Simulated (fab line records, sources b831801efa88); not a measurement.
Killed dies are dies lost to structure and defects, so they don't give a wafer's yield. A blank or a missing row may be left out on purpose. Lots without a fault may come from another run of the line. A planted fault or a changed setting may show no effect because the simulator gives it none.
fab line records | flow gf180mcu
record lots=5 wafers=23
route steps=602 shown M1@316 V1@339 V2@391 M3@412 V3@433
start_h: hours from the record's first day to the start of the lot's first wafer shown | wait_h: hours since the lot's step before | " the same as in the row above | L1.1+2: a row that stands for several wafers | - no value, or no start given | * or withheld: withheld | < > ~ a bound
route shown NAME@n: a module of which the file shows steps, and the number in the route of the first | usual: mean/standard deviation of fault-free wafers | same: alike in all rows | chamber/n: place in a boat | sites: the reading at each site | _std_site: their standard deviation | _edge_site: outer sites' mean less inner sites' | radius_mm: how far each site lies from the wafer's centre | mask NAME#n: copy n | behind: the tool/chamber that last shaped the wafer | hold: why the lot was held/for how many hours/how that ended | device: the transistor (n, p or np) that didn't switch | end of line: the same wafers' tests at the end of the route | a step without rows: its recipe alone | killed: dies lost to structure and defects at the first sort, not the wafer's yield | map: a wafer's dies, x killed, . not, _ none there
set.NAME: the setting as run; set.NAME@STEP: as run at that earlier step | model.NAME: the simulator's own value behind a step, which no gauge read
lots whose settings were changed on purpose; a table a step, a row a wafer
## steps
# step GF_M1_SPUTTER_01
# recipe material=TiN target_thk_nm=30 power_w=6500 time_s=25 chamber_pressure_pa=0.4
# columns lot.wafer tool chamber start_h wait_h set.time_s model.TiN_of_M1_SPUTTER_01.thk_nm
L074.1 pvd_sputter-03 - 375.01 0.1 28.28 34.67
L074.3 " - " " 25 30.13
L074.4 " - " " 28.28 34.07
L074.5 " - " " 25 30.08
L074.6 " - " " 28.28 34.06
L076.1 pvd_sputter-01 - 396.98 0.1 25 30.12
L076.2 " - " " 25 30.6
L076.3 " - " " 25 29.91
L076.5 " - " " 25 30.08
L076.6 " - " " 25 29.88
L078.1 pvd_sputter-02 - 414.51 0.1 25 29.18
L078.2 " - " " 28.28 33.35
L078.3 " - " " 28.28 33.51
L078.4 " - " " 25 29.42
L078.5 " - " " 25 29.21
L083.1 pvd_sputter-01 - 448.67 0.1 25 29.69
L083.2 " - " " 21.56 25.79
L083.3 " - " " 21.56 25.28
L083.4 " - " " 25 29.86
L083.6 " - " " 21.56 25.5
L084.1 pvd_sputter-01 - 455.82 0.1 25 30.05
L084.4 " - " " 25 29.69
L084.6 " - " " 25 30.33
# step GF_M1_METAL_ETCH_16
# recipe chemistry=Cl2/BCl3 mask_material=KrF target_depth_nm=627.5 stop_on=SiO2 pressure_mtorr=8 icp_w=800 bias_w=140 Cl2_flow_sccm=80 bcl3_flow_sccm=40 time_s=104.6
# columns lot.wafer tool chamber start_h wait_h set.bias_w model.KrF_of_M1_COAT_09.thk_nm
L074.1+4 rie_metal-01 1 397.77 0.0 129.1 -
L074.3 " 0 " " 140 738
L074.5 " 0 " " 140 739.2
L074.6 " 1 " " 140 -
L076.1 rie_metal-04 0 420.37 0.0 150.4 728.3
L076.2 " 1 " " 150.4 731
L076.3 " 0 " " 150.4 732.5
L076.5 " 1 " " 140 738.3
L076.6 " 0 " " 140 737.8
L078.1 rie_metal-01 0 439.22 0.0 140 738.9
L078.2 " 1 " " 146.8 -
L078.3 " 1 " " 140 -
L078.4 " 0 " " 146.8 732.1
L078.5 " 0 " " 140 741.6
L083.1 rie_metal-04 1 472.92 0.0 140 738.1
L083.2+3+6 " 1 " " 140 -
L083.4 " 1 " " 140 738.7
L084.1 rie_metal-02 0 481.11 0.0 140 737.3
L084.4 " 1 " " 140 732.5
L084.6 " 1 " " 140 735.2
# step GF_V1_CMP_04
# recipe material=SiO2 down_force_psi=4 platen_rpm=60 pad_velocity_m_s=0.94248
# usual time_to_endpoint_s=83/5.2
# columns lot.wafer tool chamber start_h wait_h set.leave_above_ref_nm time_to_endpoint_s model.SiO2_of_V1_CVD_02.thk_nm
L074.3 cmp-01 0 398.74 0.1 632.5 84 634.1
L074.4 " 1 " " 632.5 79 631.9
L074.1 " 2 " " 632.5 80 633.8
L074.6 " 3 " " 632.5 84 632.5
L074.5 " 0 " " 632.5 86 633.2
L076.1 cmp-01 3 421.32 0.1 677.6 61 678.1
L076.2 " 0 " " 632.5 85 634.1
L076.3 " 1 " " 632.5 75 631.4
L076.5 " 2 " " 677.6 64 678
L076.6 " 3 " " 632.5 83 632.5
L078.4 cmp-01 3 440.13 0.0 632.5 85 634
L078.2 " 0 " " 632.5 85 635
L078.3 " 1 " " 632.5 81 633
L078.1 " 2 " " 632.5 83 634.1
L078.5 " 0 " " 632.5 87 634
L083.2 cmp-02 2 473.97 0.0 673.2 64 674.3
L083.4 " 3 " " 673.2 71 673
L083.3 " 0 " " 632.5 79 633
L083.1 " 1 " " 632.5 87 634.1
L083.6 " 3 " " 673.2 60 672.3
L084.4 cmp-01 3 482.02 0.0 632.5 87 633.2
L084.1 " 1 " " 632.5 88 633.1
L084.6 " 3 " " 632.5 90 632
# step GF_V1_PEB_12
# recipe peb_temp_c=135 peb_time_s=90 resist=KrF
# columns lot.wafer tool chamber start_h wait_h set.peb_temp_c
L074.1+5+6 litho_track-01 0 - - 132.1
L074.3+4 " 0 " " 135
L076.1+2+3+5+6 litho_track-01 0 - - 135
L078.1+2+4 litho_track-04 0 - - 136.8
L078.3+5 " 0 " " 135
L083.1+2+3 litho_track-03 0 - - 135
L083.4+6 " 0 " " 132.1
L084.1+4+6 litho_track-03 0 - - 135
# step GF_V1_DEVELOP_13
# recipe develop_time_s=60 resist=KrF dev_temp_c=21
# step GF_V1_CD_MEAS_14
# recipe target_cd_nm=260
# usual cd_nm=260.3/1.1
# columns lot.wafer tool chamber start_h wait_h set.peb_temp_c@V1_PEB_12 cd_nm
L074.1 cd_sem-01 - 422.98 0.1 132.1 253.0
L074.3 " - " " 135 261.1
L074.4 " - " " 135 261.1
L074.5 " - " " 132.1 252.0
L074.6 " - " " 132.1 252.9
L076.1 cd_sem-02 - 445.73 0.1 135 260.7
L076.2 " - " " 135 260.4
L076.3 " - " " 135 260.3
L076.5 " - " " 135 261.8
L076.6 " - " " 135 261.9
L078.1 cd_sem-02 - 464.76 0.1 136.8 262.7
L078.2 " - " " 136.8 262.4
L078.3 " - " " 135 258.8
L078.4 " - " " 136.8 262.2
L078.5 " - " " 135 257.9
L083.1 cd_sem-02 - 498.06 0.1 135 259.6
L083.2 " - " " 135 259.8
L083.3 " - " " 135 259.2
L083.4 " - " " 132.1 250.0
L083.6 " - " " 132.1 250.4
L084.1 cd_sem-02 - 506.21 0.1 135 260.9
L084.4 " - " " 135 261.1
L084.6 " - " " 135 260.3
# step GF_V1_ETCH_16
# recipe chemistry=N2/H2 target_depth_a=withheld overetch_a=withheld time_s=withheld target=BARC ion_energy_ev=200 source_w=500 bias_w=100 pressure_mtorr=30 n2_flow_sccm=100 h2_flow_sccm=200
# columns lot.wafer tool chamber start_h wait_h set.peb_temp_c@V1_PEB_12 model.V1.cd_nm
L074.1 rie_diel-03 1 423.13 0.0 132.1 253.2
L074.3+4 " 0,2 " " 135 262.1
L074.5 " 1 " " 132.1 251.7
L074.6 " 2 " " 132.1 253.8
L076.1 rie_diel-02 1 445.88 0.0 135 261.4
L076.2 " 2 " " 135 260.6
L076.3 " 0 " " 135 261.2
L076.5 " 2 " " 135 261.7
L076.6 " 3 " " 135 262.4
L078.1 rie_diel-03 1 464.91 0.0 136.8 262.4
L078.2 " 2 " " 136.8 262.7
L078.3 " 3 " " 135 257.1
L078.4 " 0 " " 136.8 262.2
L078.5 " 1 " " 135 258.2
L083.1 rie_diel-03 1 498.22 0.0 135 260.2
L083.2 " 3 " " 135 258.1
L083.3 " 0 " " 135 258.9
L083.4+6 " 2,1 " " 132.1 250.3
L084.1 rie_diel-02 2 506.37 0.0 135 260.7
L084.4 " 1 " " 135 262.2
L084.6 " 2 " " 135 259.4
# step GF_V1_ETCH_17
# recipe chemistry=C4F8/O2/Ar mask_material=KrF target=SiO2 stop_on=TiN source_w=1500 bias_w=1200 pressure_mtorr=40 c4f8_flow_sccm=withheld O2_flow_sccm=6 Ar_flow_sccm=300 time_s=withheld target_depth_a=6300
# usual oes_product_au=0.856/0.0048
# columns lot.wafer tool chamber start_h wait_h set.leave_above_ref_nm@V1_CMP_04 set.peb_temp_c@V1_PEB_12 oes_product_au model.V1.feature_depth_nm model.V1.cd_nm
L074.1 rie_diel-03 1 - - 632.5 132.1 0.853 633.8 254.2
L074.3 " 0 " " 632.5 135 0.857 634.1 261.4
L074.4 " 2 " " 632.5 135 0.855 631.9 262.2
L074.5 " 1 " " 632.5 132.1 0.862 633.2 252.3
L074.6 " 2 " " 632.5 132.1 0.860 632.5 253.9
L076.1 rie_diel-02 1 - - 677.6 135 0.892 678.1 261.1
L076.2 " 2 " " 632.5 135 0.858 634.1 261.6
L076.3 " 0 " " 632.5 135 0.864 631.4 261.5
L076.5 " 2 " " 677.6 135 0.890 678 262.6
L076.6 " 3 " " 632.5 135 0.848 632.5 262.1
L078.1 rie_diel-03 1 - - 632.5 136.8 0.860 634.1 262.8
L078.2 " 2 " " 632.5 136.8 0.855 635 262.6
L078.3 " 3 " " 632.5 135 0.852 633 256.6
L078.4 " 0 " " 632.5 136.8 0.845 634 261.4
L078.5 " 1 " " 632.5 135 0.863 634 258.5
L083.1 rie_diel-03 1 - - 632.5 135 0.857 634.1 261
L083.2 " 3 " " 673.2 135 0.891 674.3 258.3
L083.3 " 0 " " 632.5 135 0.857 633 258.7
L083.4 " 2 " " 673.2 132.1 0.888 673 250.4
L083.6 " 1 " " 673.2 132.1 0.881 672.3 250.9
L084.1 rie_diel-02 2 - - 632.5 135 0.855 633.1 261.2
L084.4 " 1 " " 632.5 135 0.849 633.2 261.5
L084.6 " 2 " " 632.5 135 0.861 632 260.5
# step GF_V1_SPUTTER_21
# recipe material=Ti target_thk_nm=15 chamber_pressure_pa=5 power_w=2500 substrate_temp_c=200 time_s=80.02
# columns lot.wafer tool chamber start_h wait_h set.time_s model.Ti_of_V1_SPUTTER_21.thk_nm
L074.1 pvd_sputter-02 - 423.83 0.0 84.73 15.9
L074.3 " - " " 84.73 15.8
L074.4 " - " " 80.02 15.15
L074.5 " - " " 80.02 14.93
L074.6 " - " " 84.73 15.87
L076.1 pvd_sputter-02 - 446.64 0.0 80.02 14.97
L076.2 " - " " 71.28 13.24
L076.3 " - " " 71.28 13.37
L076.5 " - " " 80.02 15.08
L076.6 " - " " 80.02 14.82
L078.1 pvd_sputter-04 - 465.61 0.0 80.02 14.54
L078.2 " - " " 88.06 16.35
L078.3 " - " " 80.02 14.75
L078.4 " - " " 88.06 16.3
L078.5 " - " " 88.06 16.29
L083.1 pvd_sputter-01 - 498.89 0.0 80.02 14.36
L083.2+4 " - " " 80.02 14.6
L083.3 " - " " 87.25 16.11
L083.6 " - " " 87.25 15.89
L084.1 pvd_sputter-02 - 507.07 0.0 80.02 14.69
L084.4 " - " " 80.02 14.91
L084.6 " - " " 80.02 14.63
# step GF_V2_COAT_09
# recipe resist=KrF spin_rpm=withheld resist_thk_nm=1000
# columns lot.wafer tool chamber start_h wait_h set.resist_thk_nm model.KrF_of_V2_COAT_09.thk_nm
L074.1 litho_track-04 0 - - 1000 1001
L074.3 " 0 " " 981.7 982.2
L074.4 " 0 " " 981.7 980.5
L074.5 " 0 " " 1000 999.9
L074.6 " 0 " " 981.7 981
L076.1+3 litho_track-03 0 - - 1000 1001
L076.2+5 " 0 " " 948.2 948.7
L076.6 " 0 " " 1000 1005
L078.1+5 litho_track-02 0 - - 1000 1002
L078.2 " 0 " " 1038 1039
L078.3 " 0 " " 1038 1040
L078.4 " 0 " " 1000 1003
L083.1 litho_track-04 0 - - 960.2 963.3
L083.2+3 " 0 " " 1000 1002
L083.4 " 0 " " 960.2 963
L083.6 " 0 " " 960.2 964.7
L084.1 litho_track-02 0 - - 1000 1001
L084.4 " 0 " " 1000 1000
L084.6 " 0 " " 1000 1004
# step GF_V2_ETCH_16
# recipe chemistry=N2/H2 target_depth_a=withheld overetch_a=withheld time_s=withheld target=BARC ion_energy_ev=200 source_w=500 bias_w=100 pressure_mtorr=30 n2_flow_sccm=100 h2_flow_sccm=200
# columns lot.wafer tool chamber start_h wait_h set.bias_w
L074.1+4+6 rie_diel-01 2,3,0 474.22 0.0 100
L074.3+5 " 1 " " 111.5
L076.1+3 rie_diel-02 2,0 496.77 0.0 94.34
L076.2+5+6 " 3,1,2 " " 100
L078.1+5 rie_diel-03 3 516.57 0.0 103.3
L078.2+3+4 " 3 " " 100
L083.1+6 rie_diel-01 0 547.36 0.0 111.8
L083.2+3+4 " 3,2,1 " " 100
L084.1+4+6 rie_diel-03 2,1,1 554.91 0.0 100
# step GF_V2_ETCH_17
# recipe chemistry=C4F8/O2/Ar mask_material=KrF target=SiO2 stop_on=TiN source_w=1500 bias_w=1200 pressure_mtorr=40 c4f8_flow_sccm=withheld O2_flow_sccm=6 Ar_flow_sccm=300 time_s=withheld target_depth_a=6300
# step GF_V2_STRIP_18
# recipe chemistry=O2/N2 power_w=1400 pressure_mtorr=1500 platen_temp_c=250 o2_flow_sccm=3000 n2_flow_sccm=300 overash_fraction=0.5
# usual oes_product_au=0.592/0.0044
# columns lot.wafer tool chamber start_h wait_h set.resist_thk_nm@V2_COAT_09 oes_product_au
L074.1 plasma_asher-01 0 474.35 - 1000 0.592
L074.3 " 1 " " 981.7 0.579
L074.4 " 0 " " 981.7 0.578
L074.5 " 1 " " 1000 0.587
L074.6 " 0 " " 981.7 0.584
L076.1 plasma_asher-01 0 496.90 - 1000 0.587
L076.2 " 1 " " 948.2 0.575
L076.3 " 0 " " 1000 0.595
L076.5 " 1 " " 948.2 0.571
L076.6 " 0 " " 1000 0.591
L078.1 plasma_asher-01 1 517.00 - 1000 0.589
L078.2 " 0 " " 1038 0.617
L078.3 " 0 " " 1038 0.614
L078.4 " 1 " " 1000 0.594
L078.5 " 1 " " 1000 0.594
L083.1 plasma_asher-02 0 547.49 - 960.2 0.570
L083.2 " 1 " " 1000 0.591
L083.3 " 0 " " 1000 0.590
L083.4 " 1 " " 960.2 0.569
L083.6 " 0 " " 960.2 0.583
L084.1 plasma_asher-01 0 555.04 - 1000 0.591
L084.4 " 1 " " 1000 0.591
L084.6 " 1 " " 1000 0.588
# step GF_V2_SPUTTER_21
# recipe material=Ti target_thk_nm=15 chamber_pressure_pa=5 power_w=2500 substrate_temp_c=200 time_s=80.02
# columns lot.wafer tool chamber start_h wait_h set.chamber_pressure_pa model.Ti_of_V2_SPUTTER_21.thk_nm
L074.1 pvd_sputter-04 - 474.89 0.0 5.528 13.9
L074.3 " - " " 5.528 13.84
L074.4 " - " " 5.528 13.62
L074.5 " - " " 5.528 13.83
L074.6 " - " " 5.528 13.79
L076.1 pvd_sputter-04 - 497.43 0.0 4.488 16.3
L076.2 " - " " 4.488 16.63
L076.3 " - " " 4.488 16.47
L076.5 " - " " 4.488 16.34
L076.6 " - " " 4.488 16.76
L078.1 pvd_sputter-03 - 517.54 0.0 4.343 16.46
L078.2+3 " - " " 4.343 16.61
L078.4 " - " " 4.343 16.79
L078.5 " - " " 4.343 16.6
L083.1 pvd_sputter-02 - 548.03 0.0 5 14.62
L083.2 " - " " 5 14.69
L083.3 " - " " 5 14.72
L083.4 " - " " 5 14.89
L083.6 " - " " 5 14.66
L084.1 pvd_sputter-02 - 555.58 0.0 5 14.73
L084.4 " - " " 5 14.78
L084.6 " - " " 5 14.82
# step GF_M3_SPUTTER_03
# recipe material=Ti target_thk_nm=10 substrate_temp_c=300 chamber_pressure_pa=0.3 power_w=3000 time_s=6.7
# columns lot.wafer tool chamber start_h wait_h set.time_s model.Ti_of_M3_SPUTTER_03.thk_nm
L074.1 pvd_sputter-02 - 475.86 0.0 6.7 9.926
L074.3 " - " " 6.112 9.212
L074.4 " - " " 6.112 9.025
L074.5 " - " " 6.7 9.889
L074.6 " - " " 6.7 10.05
L076.1 pvd_sputter-01 - 498.28 0.0 6.7 9.899
L076.2 " - " " 6.136 9.264
L076.3+5 " - " " 6.7 10.03
L076.6 " - " " 6.136 9.182
L078.1 pvd_sputter-02 - 518.39 0.0 6.7 10.01
L078.2 " - " " 6.7 10.03
L078.3 " - " " 7.196 10.74
L078.4 " - " " 6.7 9.888
L078.5 " - " " 7.196 10.84
L083.1 pvd_sputter-02 - 548.88 0.0 6.7 10.11
L083.2 " - " " 6.7 10.1
L083.3 " - " " 6.422 9.663
L083.4 " - " " 6.422 9.566
L083.6 " - " " 6.422 9.711
L084.1 pvd_sputter-01 - 556.43 0.0 6.7 10.21
L084.4 " - " " 6.7 10.1
L084.6 " - " " 6.7 10.19
# step GF_V3_CMP_04
# recipe material=SiO2 down_force_psi=4 platen_rpm=60 pad_velocity_m_s=0.94248
# columns lot.wafer tool chamber start_h wait_h set.leave_above_ref_nm model.SiO2_of_V3_CVD_02.thk_nm
L074.3 cmp-01 0 500.62 0.0 653.2 654.2
L074.4 " 2 " " 632.5 633.1
L074.1 " 3 " " 653.2 654
L074.6 " 0 " " 632.5 633.5
L074.5 " 1 " " 632.5 633.9
L076.1 cmp-02 1 523.32 0.1 667.9 670.6
L076.2 " 3 " " 667.9 669.5
L076.3 " 0 " " 632.5 633.1
L076.5 " 1 " " 667.9 669.3
L076.6 " 2 " " 632.5 634.6
L078.1 cmp-01 1 542.82 0.1 632.5 633.5
L078.2 " 2 " " 669.9 671.8
L078.3 " 3 " " 632.5 634.5
L078.4 " 0 " " 669.9 673.2
L078.5 " 1 " " 669.9 670.3
L083.4 cmp-01 0 572.02 0.1 632.5 634.4
L083.2 " 1 " " 632.5 633
L083.3 " 2 " " 632.5 633.6
L083.1 " 3 " " 632.5 633.1
L083.6 " 0 " " 632.5 634.7
L084.4 cmp-01 1 579.42 0.4 632.5 631.8
L084.1 " 3 " " 632.5 633.5
L084.6 " 1 " " 632.5 632
# step GF_V3_EXPOSE_11
# recipe mask_id=Via3 target_cd_nm=260 na=0.68 source_shape=conventional sigma_outer=0.6 dose_mj=38
# columns lot.wafer tool chamber start_h wait_h mask set.dose_mj
L074.1+3+4+5+6 krf_scanner-01 0 - - Via3#0 38
L076.1+2+6 krf_scanner-01 0 - - Via3#0 38.97
L076.3+5 " 0 " " Via3#0 38
L078.1+3+4 krf_scanner-01 0 - - Via3#0 38
L078.2+5 " 0 " " Via3#0 39.67
L083.1+3 krf_scanner-01 0 - - Via3#0 38
L083.2+4+6 " 0 " " Via3#0 36.69
L084.1+4+6 krf_scanner-01 0 - - Via3#0 38
# step GF_V3_PEB_12
# recipe peb_temp_c=135 peb_time_s=90 resist=KrF
# step GF_V3_DEVELOP_13
# recipe develop_time_s=60 resist=KrF dev_temp_c=21
# step GF_V3_CD_MEAS_14
# recipe target_cd_nm=260
# usual cd_nm=260.4/1.1
# columns lot.wafer tool chamber start_h wait_h set.dose_mj@V3_EXPOSE_11 cd_nm
L074.1 cd_sem-02 - 525.13 0.1 38 262.1
L074.3 " - " " 38 260.8
L074.4 " - " " 38 261.6
L074.5 " - " " 38 261.8
L074.6 " - " " 38 261.4
L076.1 cd_sem-02 - 545.96 0.1 38.97 264.7
L076.2 " - " " 38.97 263.3
L076.3 " - " " 38 259.0
L076.5 " - " " 38 260.5
L076.6 " - " " 38.97 263.8
L078.1 cd_sem-01 - 565.28 0.1 38 261.3
L078.2 " - " " 39.67 267.3
L078.3 " - " " 38 261.0
L078.4 " - " " 38 261.6
L078.5 " - " " 39.67 267.6
L083.1 cd_sem-02 - 594.21 0.1 38 261.2
L083.2 " - " " 36.69 254.6
L083.3 " - " " 38 261.3
L083.4 " - " " 36.69 255.1
L083.6 " - " " 36.69 254.8
L084.1 cd_sem-01 - 600.28 0.1 38 261.0
L084.4 " - " " 38 260.8
L084.6 " - " " 38 261.2
# step GF_V3_ETCH_16
# recipe chemistry=N2/H2 target_depth_a=withheld overetch_a=withheld time_s=withheld target=BARC ion_energy_ev=200 source_w=500 bias_w=100 pressure_mtorr=30 n2_flow_sccm=100 h2_flow_sccm=200
# columns lot.wafer tool chamber start_h wait_h set.dose_mj@V3_EXPOSE_11 model.V3.cd_nm
L074.1 rie_diel-03 0 525.28 0.0 38 263.4
L074.3 " 1 " " 38 260.2
L074.4 " 3 " " 38 261.1
L074.5 " 2 " " 38 262.2
L074.6 " 1 " " 38 261.3
L076.1 rie_diel-03 0 546.11 0.0 38.97 265.3
L076.2 " 2 " " 38.97 263.3
L076.3 " 3 " " 38 259.2
L076.5 " 0 " " 38 261.3
L076.6 " 3 " " 38.97 263.8
L078.1 rie_diel-04 0 565.43 0.0 38 261.5
L078.2 " 1 " " 39.67 266.2
L078.3+4 " 2,1 " " 38 260.7
L078.5 " 0 " " 39.67 267.4
L083.1 rie_diel-01 1 594.37 0.0 38 260.8
L083.2 " 0 " " 36.69 254.4
L083.3 " 2 " " 38 261.4
L083.4 " 3 " " 36.69 254.5
L083.6 " 1 " " 36.69 253.7
L084.1 rie_diel-03 0 600.43 0.0 38 262
L084.4 " 2 " " 38 261.6
L084.6 " 3 " " 38 261
## key
split step=GF_M1_SPUTTER_01 setting=time_s stated=25 by=wafer
response step=GF_M1_SPUTTER_01 reading=model.TiN_of_M1_SPUTTER_01.thk_nm change=+0.314 per=1% r=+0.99
split step=GF_M1_METAL_ETCH_16 setting=bias_w stated=140 by=wafer
response step=GF_M1_METAL_ETCH_16 reading=model.KrF_of_M1_COAT_09.thk_nm change=-1.13 per=1% r=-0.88
split step=GF_V1_CMP_04 setting=leave_above_ref_nm stated=632.5 by=wafer
response step=GF_V1_CMP_04 reading=time_to_endpoint_s change=* per=1% r=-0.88
response step=GF_V1_CMP_04 reading=model.SiO2_of_V1_CVD_02.thk_nm change=+6.28 per=1% r=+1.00
response step=GF_V1_ETCH_17 reading=oes_product_au change=+0.00472 per=1% r=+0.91
response step=GF_V1_ETCH_17 reading=model.V1.feature_depth_nm change=+6.28 per=1% r=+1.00
split step=GF_V1_PEB_12 setting=peb_temp_c stated=135 by=wafer
response step=GF_V1_CD_MEAS_14 reading=cd_nm change=+3.96 per=1% r=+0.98
response step=GF_V1_ETCH_16 reading=model.V1.cd_nm change=+4.09 per=1% r=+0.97
response step=GF_V1_ETCH_17 reading=model.V1.cd_nm change=+3.89 per=1% r=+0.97
split step=GF_V1_SPUTTER_21 setting=time_s stated=80.02 by=wafer
response step=GF_V1_SPUTTER_21 reading=model.Ti_of_V1_SPUTTER_21.thk_nm change=+0.158 per=1% r=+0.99
split step=GF_V2_COAT_09 setting=resist_thk_nm stated=1000 by=wafer
response step=GF_V2_COAT_09 reading=model.KrF_of_V2_COAT_09.thk_nm change=+10 per=1% r=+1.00
response step=GF_V2_STRIP_18 reading=oes_product_au change=+0.00439 per=1% r=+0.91
split step=GF_V2_ETCH_16 setting=bias_w stated=100 by=wafer
response none clear
split step=GF_V2_SPUTTER_21 setting=chamber_pressure_pa stated=5 by=lot
response step=GF_V2_SPUTTER_21 reading=model.Ti_of_V2_SPUTTER_21.thk_nm change=-0.128 per=1% r=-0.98
split step=GF_M3_SPUTTER_03 setting=time_s stated=6.7 by=wafer
response step=GF_M3_SPUTTER_03 reading=model.Ti_of_M3_SPUTTER_03.thk_nm change=+0.0986 per=1% r=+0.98
split step=GF_V3_CMP_04 setting=leave_above_ref_nm stated=632.5 by=wafer
response step=GF_V3_CMP_04 reading=model.SiO2_of_V3_CVD_02.thk_nm change=+6.39 per=1% r=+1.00
split step=GF_V3_EXPOSE_11 setting=dose_mj stated=38 by=wafer
response step=GF_V3_CD_MEAS_14 reading=cd_nm change=+1.58 per=1% r=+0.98
response step=GF_V3_ETCH_16 reading=model.V3.cd_nm change=+1.57 per=1% r=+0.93
